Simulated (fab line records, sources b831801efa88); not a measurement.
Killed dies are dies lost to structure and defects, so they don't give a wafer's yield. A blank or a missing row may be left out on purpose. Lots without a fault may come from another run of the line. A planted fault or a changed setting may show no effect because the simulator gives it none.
Which tool did it? | flow sky130 | 10 lots, 30 wafers sampled, at 3 steps of a route of 708

WHAT THE GAUGES READ, wafer by wafer
SKY_METAL5_RS_MEAS_05: measures by four-point-probe.
lot  | measured     | on            | METAL5_ALCU_RS (ohm/sq)
L842 | day 42 22:52 | film_metro-01 | 0.0275 0.0275 0.0277
L846 | day 44 08:38 | film_metro-02 | 0.0278 0.0277 0.0271
L847 | day 44 13:47 | film_metro-01 | 0.0274 0.0266 0.0273
L849 | day 44 18:59 | film_metro-01 | 0.0267 0.0275 0.0391
L852 | day 45 10:11 | film_metro-04 | 0.0278 0.0269 0.0416
L858 | day 47 00:22 | film_metro-02 | 0.0275 0.0269 0.0268
L859 | day 47 04:52 | film_metro-02 | 0.0268 0.0271 0.0264
L861 | day 47 19:42 | film_metro-01 | 0.0267 0.0271 0.0273
L864 | day 48 10:09 | film_metro-04 | 0.0269 0.0269 0.0272
L865 | day 48 15:11 | film_metro-01 | 0.0272 0.0278 0.0272

WHICH TOOL RAN EACH LOT (tool, then ch and the chambers of the sampled wafers, then the start)
lot  | SKY_METAL2_SPUTTER_02        | SKY_METAL5_SPUTTER_02
L842 | pvd_sputter-01, day 34 02:08 | pvd_sputter-01, day 42 22:44
L846 | pvd_sputter-01, day 35 18:08 | pvd_sputter-03, day 44 08:31
L847 | pvd_sputter-01, day 36 00:44 | pvd_sputter-03, day 44 13:37
L849 | pvd_sputter-03, day 36 06:47 | pvd_sputter-03, day 44 18:51
L852 | pvd_sputter-03, day 36 23:36 | pvd_sputter-03, day 45 10:02
L858 | pvd_sputter-03, day 39 02:11 | pvd_sputter-02, day 47 00:15
L859 | pvd_sputter-03, day 39 03:11 | pvd_sputter-02, day 47 04:42
L861 | pvd_sputter-03, day 39 23:48 | pvd_sputter-01, day 47 19:32
L864 | pvd_sputter-01, day 40 15:59 | pvd_sputter-03, day 48 10:02
L865 | pvd_sputter-03, day 40 23:29 | pvd_sputter-03, day 48 15:04
- SKY_METAL2_SPUTTER_02: material AlCu, target thk 250 nm, time 13.3 s.
- SKY_METAL5_SPUTTER_02: material AlCu, target thk 1150 nm, time 61.2 s.

THE ANSWER, worked out from the rows above alone
Rule: what is usual is taken from the lots themselves. Put in order of their means at a reading, lots are off if they are a third of the lots or fewer, leave a main group of 4 or more, and stand apart from it by a gap of 3 or more times the standard deviation of the main group's means; of several such gaps the widest counts. A main group whose means are all the same, to the digits that the tables above print for the reading, isn't used. A lot without any number at a reading at which 4 lots or more have one is off too. The other lots that the step has rows for count as sound.
Off: L849, L852, at SKY_METAL5_RS_MEAS_05 (METAL5_ALCU_RS). The main group: mean 0.0272 ohm/sq, standard deviation 0.00027.
A tool fits if, at a process step before that reading, it ran every lot that is off, and no sound lot after the first of them. The gauges at SKY_METAL5_RS_MEAS_05 are tried like those tools. None of those tried fits.

WHAT THE SIMULATOR HAD PUT IN
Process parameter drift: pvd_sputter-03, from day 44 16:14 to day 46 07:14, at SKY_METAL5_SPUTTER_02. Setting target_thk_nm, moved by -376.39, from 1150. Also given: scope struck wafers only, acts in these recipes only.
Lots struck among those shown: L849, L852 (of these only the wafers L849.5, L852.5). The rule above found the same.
